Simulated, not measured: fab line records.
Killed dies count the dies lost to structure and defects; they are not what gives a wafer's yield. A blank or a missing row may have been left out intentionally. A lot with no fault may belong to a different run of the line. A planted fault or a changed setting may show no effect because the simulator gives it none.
fab line records | flow sfqLine
[record] lots = 5 wafers = 23
route steps=325 shown I3@138 M4@149 I4@167 JJ@180 M5@199
startH: start of the lot's first displayed wafer, in hours after the record's first day | waitH: hours elapsed since this lot's preceding step | " identical to the entry in the row above | L1.1+2: a single row standing in for several wafers | - no value, or no start was given | * or withheld: withheld | < > ~ a bound
route shown NAME@n: NAME is a module with steps in the file, n the number in the route of the first one | usual: the fault-free wafers' mean and standard deviation | same: alike in all rows | chamber/n: place in a boat | sites: the reading at each site | _std_site: standard deviation across them | _edge_site: mean of outer sites minus mean of inner sites | radiusMm: how far each site lies from the wafer's centre | mask NAME#n: copy n | behind: the last tool/chamber to shape the wafer | hold: what put the lot on hold/how long, in hours/how the hold closed | device: transistor that didn't switch, given as n, p or np | end of line: the same wafers' tests at the end of the route | for a step that has no rows: nothing shown but its recipe | killed: at the first sort, the dies lost to defects and structure; wafer yield is something else | map: dies across one wafer; x = killed, . = not, _ = none there
set.NAME: the run value of the setting; set.NAME@STEP: its run value at that earlier step | model.NAME: the simulator's own value behind a step, which no gauge read
lots whose settings were changed on purpose; a table a step, a row a wafer
[[steps]]
[step SFQ_TRILAYER_I3_VIA_LITHO_COAT_085]
[recipe] resist = KrF spinRpm = 3000 resistThkNm = 650
// columns lot.wafer tool chamber startH waitH set.spinRpm model.KrF_of_TRILAYER_I3_VIA_LITHO_COAT_085.thkNm
L074.2 lithoTrack-03 0 904.08 0.2 3000 650.4
L074.3 " 0 " " 3138 637.5
L074.4 " 0 " " 3000 649.4
L074.5 " 0 " " 3000 650.8
L074.6 " 0 " " 3138 634.7
L079.1 lithoTrack-04 0 1013.99 0.2 3000 650.9
L079.3 " 0 " " 3000 653.4
L079.6 " 0 " " 3000 652.8
L081.1 lithoTrack-01 0 1019.99 0.2 3000 650.1
L081.2 " 0 " " 3174 633.6
L081.3 " 0 " " 3000 652.1
L081.4 " 0 " " 3000 652.4
L081.6 " 0 " " 3174 634.4
L084.1 lithoTrack-04 0 1068.13 0.2 3000 648
L084.3 " 0 " " 3000 649.1
L084.4 " 0 " " 3000 650.1
L084.5 " 0 " " 3000 648.8
L084.6 " 0 " " 3000 647.7
L085.2 lithoTrack-03 0 1080.06 0.2 3174 633
L085.3 " 0 " " 3000 649.4
L085.4 " 0 " " 3174 631.9
L085.5 " 0 " " 3000 649
L085.6 " 0 " " 3174 632
[step SFQ_TRILAYER_I3_VIA_LITHO_PEB_088]
[recipe] pebTempC = 115 pebTimeS = 60 resist = KrF
// columns lot.wafer tool chamber startH waitH set.pebTempC
L074.2+4 lithoTrack-01 0 1031.03 0.8 115
L074.3+5+6 " 0 " " 113
L079.1+3+6 lithoTrack-04 0 1048.56 1.0 115
L081.1+4+6 lithoTrack-04 0 1050.96 1.0 117.9
L081.2+3 " 0 " " 115
L084.1+3+6 lithoTrack-04 0 1076.42 1.0 115
L084.4+5 " 0 " " 116.1
L085.2+3 lithoTrack-03 0 1086.04 0.8 112.9
L085.4+5+6 " 0 " " 115
[step SFQ_TRILAYER_I3_VIA_LITHO_DEVELOP_087]
[recipe] timeS = 60 resist = KrF
[step SFQ_TRILAYER_I3_VIA_BARC_OPEN_VIA_ETCH_121]
[recipe] maskMaterial = PR chemistry = O2 targetDepthNm = 125 target = BARC sourceW = 500 biasW = 80 pressureMtorr = 30 timeS = 41.7
// columns lot.wafer tool chamber startH waitH set.spinRpm@TRILAYER_I3_VIA_LITHO_COAT_085 set.pebTempC@TRILAYER_I3_VIA_LITHO_PEB_088 model.KrF_of_TRILAYER_I3_VIA_LITHO_COAT_085.thkNm model.I3.cdNm
L074.2 rieDiel-02 1 1031.34 0.0 3000 115 574.1 496.9
L074.3 " 2 " " 3138 113 560.4 458.9
L074.4 " 0 " " 3000 115 572 499
L074.5 " 0 " " 3000 113 572.7 458.6
L074.6 " 1 " " 3138 113 558.2 459.3
L079.1 rieDiel-04 3 1048.89 0.0 3000 115 573.4 500.5
L079.3 " 1 " " 3000 115 576 499.5
L079.6 " 0 " " 3000 115 573.9 498.1
L081.1 rieDiel-02 2 1051.29 0.0 3000 117.9 573 546.8
L081.2 " 1 " " 3174 115 557 501
L081.3 " 0 " " 3000 115 575 498.3
L081.4 " 2 " " 3000 117.9 575.3 547.6
L081.6 " 1 " " 3174 117.9 557.9 548.1
L084.1 rieDiel-01 1 1076.75 0.0 3000 115 571.8 502.2
L084.3 " 3 " " 3000 115 572.1 499.2
L084.4 " 2 " " 3000 116.1 573.6 522.8
L084.5 " 1 " " 3000 116.1 572.8 521
L084.6 " 0 " " 3000 115 571.5 502.4
L085.2 rieDiel-02 3 1086.35 0.0 3174 112.9 556.2 456.6
L085.3 " 0 " " 3000 112.9 571.9 455.9
L085.4 " 1 " " 3174 115 555.6 497.2
L085.5 " 1 " " 3000 115 572.2 498.3
L085.6 " 2 " " 3174 115 554.3 498.3
[step SFQ_TRILAYER_M4_DEP_SPUTTER_091]
[recipe] material = Nb basePressurePa = 1.33e-06 chamberPressurePa = 0.1333 substrateTempC = 20 resputterCathodeVoltageV = 400 targetThkNm = 200 powerW = 2000 timeS = 133.3
// columns lot.wafer tool chamber startH waitH set.timeS model.Nb_of_TRILAYER_M4_DEP_SPUTTER_091.thkNm
L074.2 pvdSputter-05 - 1032.32 0.0 133.3 195.4
L074.3 " - " " 133.3 196.9
L074.4 " - " " 133.3 198.2
L074.5 " - " " 133.3 195.6
L074.6 " - " " 133.3 196.3
L079.1 pvdSputter-06 - 1049.85 0.0 133.3 200.5
L079.3 " - " " 133.3 200.4
L079.6 " - " " 133.3 197.6
L081.1 pvdSputter-05 - 1052.25 0.0 133.3 203.5
L081.2 " - " " 144.5 216.3
L081.3 " - " " 133.3 200.6
L081.4 " - " " 144.5 218.2
L081.6 " - " " 144.5 216.8
L084.1 pvdSputter-03 - 1077.71 0.0 142.6 216.1
L084.3 " - " " 142.6 217.5
L084.4 " - " " 142.6 216.2
L084.5 " - " " 133.3 202.4
L084.6 " - " " 133.3 200.8
L085.2 pvdSputter-06 - 1087.31 0.0 149.6 222.4
L085.3 " - " " 133.3 202.4
L085.4 " - " " 133.3 199.6
L085.5 " - " " 133.3 197.6
L085.6 " - " " 149.6 225.3
[step SFQ_M4_RS_MEAS_924]
[recipe] thkMeasGauge = four-point-probe reads = Nb_of_TRILAYER_M4_DEP_SPUTTER_091
[usual] M4_NB_RS = 0.885/0.011
// columns lot.wafer tool chamber startH waitH set.timeS@TRILAYER_M4_DEP_SPUTTER_091 M4_NB_RS[ohm/sq]
L074.2 filmMetro-03 - 1032.43 0.1 133.3 0.910
L074.3 " - " " 133.3 0.903
L074.4 " - " " 133.3 0.897
L074.5 " - " " 133.3 0.909
L074.6 " - " " 133.3 0.906
L079.1 filmMetro-03 - 1049.94 0.0 133.3 0.885
L079.3 " - " " 133.3 0.886
L079.6 " - " " 133.3 0.900
L081.1 filmMetro-03 - 1052.34 0.0 133.3 0.873
L081.2 " - " " 144.5 0.822
L081.3 " - " " 133.3 0.887
L081.4 " - " " 144.5 0.813
L081.6 " - " " 144.5 0.819
L084.1 filmMetro-01 - 1077.80 0.0 142.6 0.823
L084.3 " - " " 142.6 0.818
L084.4 " - " " 142.6 0.822
L084.5 " - " " 133.3 0.879
L084.6 " - " " 133.3 0.885
L085.2 filmMetro-02 - 1087.42 0.1 149.6 0.801
L085.3 " - " " 133.3 0.879
L085.4 " - " " 133.3 0.891
L085.5 " - " " 133.3 0.903
L085.6 " - " " 149.6 0.788
[step SFQ_TRILAYER_M4_LITHO_PEB_096]
[recipe] pebTempC = 115 pebTimeS = 60 resist = KrF
// columns lot.wafer tool chamber startH waitH set.pebTempC
L074.2+5 lithoTrack-02 0 1158.20 0.8 117.4
L074.3+4+6 " 0 " " 115
L079.1+3+6 lithoTrack-02 0 1175.10 1.0 115
L081.1+4 lithoTrack-03 0 1178.70 1.0 115
L081.2+3+6 " 0 " " 112.2
L084.1+4 lithoTrack-03 0 1196.70 1.0 115
L084.3+5+6 " 0 " " 118.6
L085.2+3+5 lithoTrack-01 0 1207.52 0.8 111.9
L085.4+6 " 0 " " 115
[step SFQ_TRILAYER_M4_BARC_OPEN_METAL_ETCH_123]
[recipe] maskMaterial = PR chemistry = O2 targetDepthNm = 125 target = BARC icpW = 600 biasW = 80 pressureMtorr = 10 timeS = 41.7
// columns lot.wafer tool chamber startH waitH set.timeS set.pebTempC@TRILAYER_M4_LITHO_PEB_096 model.M4.cdNm model.KrF_of_TRILAYER_M4_LITHO_COAT_093.thkNm
L074.2 rieMetal-01 0 1158.51 0.0 47.17 117.4 459.6 518.4
L074.3 " 0 " " 41.7 115 498.9 526.3
L074.4 " 1 " " 41.7 115 500 526
L074.5 " 0 " " 41.7 117.4 458 525
L074.6 " 1 " " 47.17 115 500.7 520.2
L079.1 rieMetal-02 1 1175.43 0.0 41.7 115 501.9 521.6
L079.3 " 0 " " 41.7 115 500.3 522.7
L079.6 " 0 " " 41.7 115 499.4 521.5
L081.1 rieMetal-03 0 1179.03 0.0 41.7 115 499.7 523.8
L081.2 " 1 " " 41.7 112.2 558.4 -
L081.3 " 0 " " 45.3 112.2 557.8 520.1
L081.4 " 1 " " 41.7 115 500.6 -
L081.6 " 1 " " 45.3 112.2 557.9 -
L084.1 rieMetal-01 1 1197.03 0.0 37.72 115 501 -
L084.3 " 1 " " 41.7 118.6 444.2 -
L084.4 " 0 " " 37.72 115 501.8 -
L084.5 " 0 " " 37.72 118.6 443.4 528.9
L084.6 " 1 " " 41.7 118.6 444.6 527.6
L085.2 rieMetal-03 0 1207.83 0.0 41.7 111.9 564 -
L085.3 " 1 " " 41.7 111.9 563.6 519.1
L085.4 " 0 " " 41.7 115 501.7 522.3
L085.5 " 1 " " 41.7 111.9 564.3 519.2
L085.6 " 0 " " 41.7 115 499.7 -
[step SFQ_TRILAYER_M4_ETCH_METAL_ETCH_096]
[recipe] target = Nb stopOn = SiO2 maskMaterial = PR chemistry = Cl2/Ar targetDepthNm = 240 icpW = 600 biasW = 80 pressureMtorr = 10 timeS = 120
[usual] oesProductAu = 0.896/0.0077
// columns lot.wafer tool chamber startH waitH set.timeS@TRILAYER_M4_DEP_SPUTTER_091 oesProductAu
L074.2 rieMetal-01 0 1158.57 0.0 133.3 0.878
L074.3 " 0 " " 133.3 0.880
L074.4 " 1 " " 133.3 0.885
L074.5 " 0 " " 133.3 0.891
L074.6 " 1 " " 133.3 0.882
L079.1 rieMetal-02 1 1175.49 0.0 133.3 0.891
L079.3 " 0 " " 133.3 0.890
L079.6 " 0 " " 133.3 0.893
L081.1 rieMetal-03 0 1179.09 0.0 133.3 0.901
L081.2 " 1 " " 144.5 0.942
L081.3 " 0 " " 133.3 0.894
L081.4 " 1 " " 144.5 0.935
L081.6 " 1 " " 144.5 0.943
L084.1 rieMetal-01 1 1197.09 0.0 142.6 0.936
L084.3 " 1 " " 142.6 0.943
L084.4 " 0 " " 142.6 0.945
L084.5 " 0 " " 133.3 0.895
L084.6 " 1 " " 133.3 0.894
L085.2 rieMetal-03 0 1207.89 0.0 149.6 0.947
L085.3 " 1 " " 133.3 0.898
L085.4 " 0 " " 133.3 0.897
L085.5 " 1 " " 133.3 0.890
L085.6 " 0 " " 149.6 0.956
[step SFQ_TRILAYER_I4_VIA_LITHO_COAT_108]
[recipe] resist = BARC spinRpm = 3000 resistThkNm = 62
// columns lot.wafer tool chamber startH waitH set.spinRpm model.BARC_of_TRILAYER_I4_VIA_LITHO_COAT_108.thkNm
L074.2 lithoTrack-02 0 1170.87 0.8 3000 62.14
L074.3 " 0 " " 3000 62.21
L074.4 " 0 " " 3099 61.02
L074.5 " 0 " " 3099 61.13
L074.6 " 0 " " 3099 61.28
L079.1 lithoTrack-02 0 1183.07 1.0 3000 62.12
L079.3 " 0 " " 3000 62.2
L079.6 " 0 " " 3000 62.18
L081.1 lithoTrack-04 0 1188.07 1.0 3000 61.62
L081.2+3 " 0 " " 3000 61.55
L081.4 " 0 " " 3000 61.82
L081.6 " 0 " " 3000 61.66
L084.1 lithoTrack-02 0 1202.39 1.0 2793 64.03
L084.3 " 0 " " 3000 62.06
L084.4 " 0 " " 2793 64.13
L084.5 " 0 " " 3000 61.78
L084.6 " 0 " " 2793 64.17
L085.2 lithoTrack-04 0 1214.44 0.8 2917 62.86
L085.3 " 0 " " 3000 61.99
L085.4 " 0 " " 3000 62.03
L085.5 " 0 " " 2917 62.96
L085.6 " 0 " " 2917 63.09
[step SFQ_TRILAYER_I4_VIA_LITHO_PEB_106]
[recipe] pebTempC = 115 pebTimeS = 60 resist = KrF
// columns lot.wafer tool chamber startH waitH set.pebTempC
L074.2+5+6 lithoTrack-01 0 1290.15 0.8 117.1
L074.3+4 " 0 " " 115
L079.1+3+6 lithoTrack-02 0 1304.65 1.0 115
L081.1+6 lithoTrack-01 0 1310.55 1.0 115
L081.2+3+4 " 0 " " 114
L084.1+6 lithoTrack-04 0 1323.75 1.0 115
L084.3+4+5 " 0 " " 117
L085.2+3+4+5+6 lithoTrack-04 0 1325.10 0.8 115
[step SFQ_TRILAYER_I4_VIA_LITHO_DEVELOP_105]
[recipe] timeS = 60 resist = KrF
[step SFQ_TRILAYER_I4_VIA_BARC_OPEN_VIA_ETCH_146]
[recipe] maskMaterial = PR chemistry = O2 targetDepthNm = 125 target = BARC sourceW = 500 biasW = 80 pressureMtorr = 30 timeS = 41.7
// columns lot.wafer tool chamber startH waitH set.spinRpm@TRILAYER_I4_VIA_LITHO_COAT_108 set.pebTempC@TRILAYER_I4_VIA_LITHO_PEB_106 model.I4.cdNm model.etch.depthNm
L074.2 rieDiel-04 3 1290.46 0.0 3000 117.1 735.4 62.14
L074.3 " 1 " " 3000 115 699.8 -
L074.4 " 2 " " 3099 115 699.5 -
L074.5 " 3 " " 3099 117.1 734.8 61.13
L074.6 " 0 " " 3099 117.1 734.2 -
L079.1 rieDiel-03 2 1304.99 0.0 3000 115 702.4 62.12
L079.3 " 0 " " 3000 115 702 62.2
L079.6 " 0 " " 3000 115 701.3 62.18
L081.1 rieDiel-04 1 1310.89 0.0 3000 115 697.6 61.62
L081.2 " 0 " " 3000 114 680.1 -
L081.3 " 2 " " 3000 114 680.7 -
L081.4 " 3 " " 3000 114 680.9 -
L081.6 " 1 " " 3000 115 698.7 -
L084.1 rieDiel-02 1 1324.09 0.0 2793 115 701.2 -
L084.3 " 3 " " 3000 117 735.8 -
L084.4 " 2 " " 2793 117 734.1 -
L084.5 " 0 " " 3000 117 734.5 61.78
L084.6 " 3 " " 2793 115 703.7 64.17
L085.2 rieDiel-04 2 1325.41 0.0 2917 115 699.8 -
L085.3 " 1 " " 3000 115 698.1 61.99
L085.4 " 1 " " 3000 115 699.7 -
L085.5 " 3 " " 2917 115 700 62.96
L085.6 " 2 " " 2917 115 700.9 -
[step SFQ_TRILAYER_JJ_TRILAYER_DEP_SPUTTER_110]
[recipe] material = Al basePressurePa = 1.33e-06 targetThkNm = 8 powerW = 500 timeS = 10 chamberPressurePa = 0.4
// columns lot.wafer tool chamber startH waitH set.powerW model.Al_of_TRILAYER_JJ_TRILAYER_DEP_SPUTTER_110.thkNm
L074.2 pvdSputter-04 - 1291.51 0.0 500 8.087
L074.3 " - " " 500 8.148
L074.4 " - " " 500 8.216
L074.5 " - " " 500 8.061
L074.6 " - " " 500 8.261
L079.1 pvdSputter-05 - 1306.02 0.0 500 7.984
L079.3 " - " " 500 7.955
L079.6 " - " " 500 8.021
L081.1 pvdSputter-03 - 1312.52 0.0 500 7.968
L081.2 " - " " 541.4 8.649
L081.3 " - " " 500 7.905
L081.4 " - " " 500 7.824
L081.6 " - " " 541.4 8.539
L084.1 pvdSputter-03 - 1325.75 0.0 559.9 8.993
L084.3 " - " " 559.9 9.027
L084.4 " - " " 500 7.91
L084.5 " - " " 500 8.074
L084.6 " - " " 500 8.028
L085.2 pvdSputter-04 - 1327.04 0.0 448.7 6.967
L085.3 " - " " 500 7.952
L085.4 " - " " 448.7 7.184
L085.5 " - " " 500 7.838
L085.6 " - " " 448.7 7.121
[step SFQ_TRILAYER_JJ_CE_LITHO_COAT_119]
[recipe] resist = BARC spinRpm = 3000 resistThkNm = 62
// columns lot.wafer tool chamber startH waitH set.spinRpm model.BARC_of_TRILAYER_JJ_CE_LITHO_COAT_119.thkNm
L074.2 lithoTrack-03 0 1292.84 0.1 2875 62.96
L074.3 " 0 " " 2875 62.99
L074.4 " 0 " " 3000 61.72
L074.5 " 0 " " 3000 61.63
L074.6 " 0 " " 2875 62.94
L079.1 lithoTrack-04 0 1307.30 0.1 3000 61.86
L079.3 " 0 " " 3000 62.06
L079.6 " 0 " " 3000 62.01
L081.1 lithoTrack-04 0 1313.80 0.1 2930 62.57
L081.2 " 0 " " 3000 61.74
L081.3 " 0 " " 2930 62.64
L081.4 " 0 " " 3000 61.79
L081.6 " 0 " " 2930 62.51
L084.1 lithoTrack-03 0 1327.16 0.1 2825 64.12
L084.3 " 0 " " 3000 62.11
L084.4 " 0 " " 2825 64.04
L084.5 " 0 " " 3000 62.21
L084.6 " 0 " " 3000 62.12
L085.2 lithoTrack-04 0 1328.37 0.1 3000 62.06
L085.3 " 0 " " 3161 60.48
L085.4 " 0 " " 3161 60.57
L085.5 " 0 " " 3000 62.17
L085.6 " 0 " " 3161 60.51
[step SFQ_TRILAYER_JJ_CE_BARC_OPEN_RIE_150]
[recipe] maskMaterial = PR chemistry = O2 targetDepthNm = 240 target = BARC icpW = 600 biasW = 80 pressureMtorr = 10 timeS = 80
// columns lot.wafer tool chamber startH waitH set.pressureMtorr set.spinRpm@TRILAYER_JJ_CE_LITHO_COAT_119 model.etch.depthNm
L074.2 rieMetal-03 0 1409.66 0.8 8.973 2875 62.96
L074.3+6 " 1,0 " " 8.973 2875 -
L074.4 " 0 " " 8.973 3000 -
L074.5 " 1 " " 8.973 3000 61.63
L079.1 rieMetal-04 0 1430.06 1.0 10 3000 61.86
L079.3 " 0 " " 10 3000 62.06
L079.6 " 1 " " 10 3000 62.01
L081.1 rieMetal-04 1 1438.67 1.0 8.699 2930 62.57
L081.2+4 " 0 " " 8.699 3000 -
L081.3+6 " 1,0 " " 8.699 2930 -
L084.1+4 rieMetal-04 0,1 1451.87 1.0 9.392 2825 -
L084.3 " 0 " " 9.392 3000 -
L084.5 " 0 " " 9.392 3000 62.21
L084.6 " 1 " " 9.392 3000 62.12
L085.2 rieMetal-03 0 1453.10 0.8 11.36 3000 -
L085.3 " 0 " " 11.36 3161 60.48
L085.4+6 " 0 " " 11.36 3161 -
L085.5 " 0 " " 11.36 3000 62.17
[step SFQ_TRILAYER_M5_LITHO_COAT_123]
[recipe] resist = KrF spinRpm = 3000 resistThkNm = 600
// columns lot.wafer tool chamber startH waitH set.spinRpm model.KrF_of_TRILAYER_M5_LITHO_COAT_123.thkNm
L074.2 lithoTrack-01 0 1411.53 0.2 3000 600.2
L074.3 " 0 " " 3000 601.1
L074.4 " 0 " " 3000 599.8
L074.5 " 0 " " 3000 600.4
L074.6 " 0 " " 3000 599.4
L079.1 lithoTrack-04 0 1431.84 0.2 3000 601.1
L079.3 " 0 " " 3000 599.5
L079.6 " 0 " " 3000 601.4
L081.1 lithoTrack-04 0 1440.49 0.2 2835 618.6
L081.2 " 0 " " 2835 621
L081.3 " 0 " " 3000 603.5
L081.4 " 0 " " 3000 602.1
L081.6 " 0 " " 2835 620.6
L084.1 lithoTrack-01 0 1453.64 0.2 3180 579.7
L084.3 " 0 " " 3000 599.4
L084.4 " 0 " " 3000 598.4
L084.5 " 0 " " 3180 580.8
L084.6 " 0 " " 3000 599
L085.2 lithoTrack-04 0 1455.09 0.2 3000 599.7
L085.3 " 0 " " 2906 609.9
L085.4 " 0 " " 2906 608.5
L085.5 " 0 " " 2906 608.6
L085.6 " 0 " " 3000 599.5
[step SFQ_TRILAYER_M5_BARC_OPEN_METAL_ETCH_161]
[recipe] maskMaterial = PR chemistry = O2 targetDepthNm = 125 target = BARC icpW = 600 biasW = 80 pressureMtorr = 10 timeS = 41.7
// columns lot.wafer tool chamber startH waitH set.pressureMtorr
L074.2+3+4+5+6 rieMetal-04 0 1415.84 0.0 10
L079.1+3+6 rieMetal-01 1,0,1 1433.95 0.0 10
L081.1+2+3+4+6 rieMetal-02 1,0,0,1,1 1442.47 0.0 11.04
L084.1+3+4+5+6 rieMetal-04 1,1,0,1,0 1455.63 0.0 10
L085.2+3+4+5+6 rieMetal-04 0,0,1,0,1 1457.02 0.0 9.153
[step SFQ_TRILAYER_M5_ETCH_METAL_ETCH_126]
[recipe] target = Nb stopOn = SiO2 maskMaterial = PR overEtchFrac = 0.15 timeS = 203.2 chemistry = Cl2/BCl3 targetDepthNm = 265 icpW = 600 biasW = 80 pressureMtorr = 10
// columns lot.wafer tool chamber startH waitH set.spinRpm@TRILAYER_M5_LITHO_COAT_123 model.KrF_of_TRILAYER_M5_LITHO_COAT_123.thkNm
L074.2 rieMetal-04 0 1416.01 0.1 3000 369.4
L074.3 " 0 " " 3000 370.2
L074.4 " 0 " " 3000 368.1
L074.5 " 0 " " 3000 369.7
L074.6 " 0 " " 3000 366.4
L079.1 rieMetal-01 1 1434.01 0.0 3000 378.7
L079.3 " 0 " " 3000 370.2
L079.6 " 1 " " 3000 379.3
L081.1 rieMetal-02 1 1442.53 0.0 2835 391.5
L081.2 " 0 " " 2835 387.5
L081.3 " 0 " " 3000 370.5
L081.4 " 1 " " 3000 373.9
L081.6 " 1 " " 2835 392.9
L084.1 rieMetal-04 1 1455.69 0.0 3180 349.8
L084.3 " 1 " " 3000 368.7
L084.4 " 0 " " 3000 365.8
L084.5 " 1 " " 3180 351.4
L084.6 " 0 " " 3000 364.8
L085.2 rieMetal-04 0 1457.08 0.0 3000 367
L085.3 " 0 " " 2906 375.8
L085.4 " 1 " " 2906 377.5
L085.5 " 0 " " 2906 375.3
L085.6 " 1 " " 3000 368.3
[[key]]
[split] step = SFQ_TRILAYER_I3_VIA_LITHO_COAT_085 setting = spinRpm stated = 3000 by = wafer
[response] step = SFQ_TRILAYER_I3_VIA_LITHO_COAT_085 reading = model.KrF_of_TRILAYER_I3_VIA_LITHO_COAT_085.thkNm change = -2.99 per = 1% r = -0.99
[response] step = SFQ_TRILAYER_I3_VIA_BARC_OPEN_VIA_ETCH_121 reading = model.KrF_of_TRILAYER_I3_VIA_LITHO_COAT_085.thkNm change = -2.91 per = 1% r = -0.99
[split] step = SFQ_TRILAYER_I3_VIA_LITHO_PEB_088 setting = pebTempC stated = 115 by = wafer
[response] step = SFQ_TRILAYER_I3_VIA_BARC_OPEN_VIA_ETCH_121 reading = model.I3.cdNm change = +20.8 per = 1% r = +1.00
[split] step = SFQ_TRILAYER_M4_DEP_SPUTTER_091 setting = timeS stated = 133.3 by = wafer
[response] step = SFQ_TRILAYER_M4_DEP_SPUTTER_091 reading = model.Nb_of_TRILAYER_M4_DEP_SPUTTER_091.thkNm change = +1.95 per = 1% r = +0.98
[response] step = SFQ_M4_RS_MEAS_924 reading = M4_NB_RS change = -0.00794 per = 1% r = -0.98
[response] step = SFQ_TRILAYER_M4_ETCH_METAL_ETCH_096 reading = oesProductAu change = +0.00509 per = 1% r = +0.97
[split] step = SFQ_TRILAYER_M4_LITHO_PEB_096 setting = pebTempC stated = 115 by = wafer
[response] step = SFQ_TRILAYER_M4_BARC_OPEN_METAL_ETCH_123 reading = model.M4.cdNm change = -21.1 per = 1% r = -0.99
[split] step = SFQ_TRILAYER_M4_BARC_OPEN_METAL_ETCH_123 setting = timeS stated = 41.7 by = wafer
[response] step = SFQ_TRILAYER_M4_BARC_OPEN_METAL_ETCH_123 reading = model.KrF_of_TRILAYER_M4_LITHO_COAT_093.thkNm change = -0.426 per = 1% r = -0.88
[split] step = SFQ_TRILAYER_I4_VIA_LITHO_COAT_108 setting = spinRpm stated = 3000 by = wafer
[response] step = SFQ_TRILAYER_I4_VIA_LITHO_COAT_108 reading = model.BARC_of_TRILAYER_I4_VIA_LITHO_COAT_108.thkNm change = -0.32 per = 1% r = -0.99
[response] step = SFQ_TRILAYER_I4_VIA_BARC_OPEN_VIA_ETCH_146 reading = model.etch.depthNm change = -0.34 per = 1% r = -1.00
[split] step = SFQ_TRILAYER_I4_VIA_LITHO_PEB_106 setting = pebTempC stated = 115 by = wafer
[response] step = SFQ_TRILAYER_I4_VIA_BARC_OPEN_VIA_ETCH_146 reading = model.I4.cdNm change = +19.1 per = 1% r = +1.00
[split] step = SFQ_TRILAYER_JJ_TRILAYER_DEP_SPUTTER_110 setting = powerW stated = 500 by = wafer
[response] step = SFQ_TRILAYER_JJ_TRILAYER_DEP_SPUTTER_110 reading = model.Al_of_TRILAYER_JJ_TRILAYER_DEP_SPUTTER_110.thkNm change = +0.0821 per = 1% r = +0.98
[split] step = SFQ_TRILAYER_JJ_CE_LITHO_COAT_119 setting = spinRpm stated = 3000 by = wafer
[response] step = SFQ_TRILAYER_JJ_CE_LITHO_COAT_119 reading = model.BARC_of_TRILAYER_JJ_CE_LITHO_COAT_119.thkNm change = -0.317 per = 1% r = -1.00
[response] step = SFQ_TRILAYER_JJ_CE_BARC_OPEN_RIE_150 reading = model.etch.depthNm change = -0.317 per = 1% r = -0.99
[split] step = SFQ_TRILAYER_JJ_CE_BARC_OPEN_RIE_150 setting = pressureMtorr stated = 10 by = lot
response none clear
[split] step = SFQ_TRILAYER_M5_LITHO_COAT_123 setting = spinRpm stated = 3000 by = wafer
[response] step = SFQ_TRILAYER_M5_LITHO_COAT_123 reading = model.KrF_of_TRILAYER_M5_LITHO_COAT_123.thkNm change = -3.11 per = 1% r = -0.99
[response] step = SFQ_TRILAYER_M5_ETCH_METAL_ETCH_126 reading = model.KrF_of_TRILAYER_M5_LITHO_COAT_123.thkNm change = -2.93 per = 1% r = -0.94
[split] step = SFQ_TRILAYER_M5_BARC_OPEN_METAL_ETCH_161 setting = pressureMtorr stated = 10 by = lot
response none clear
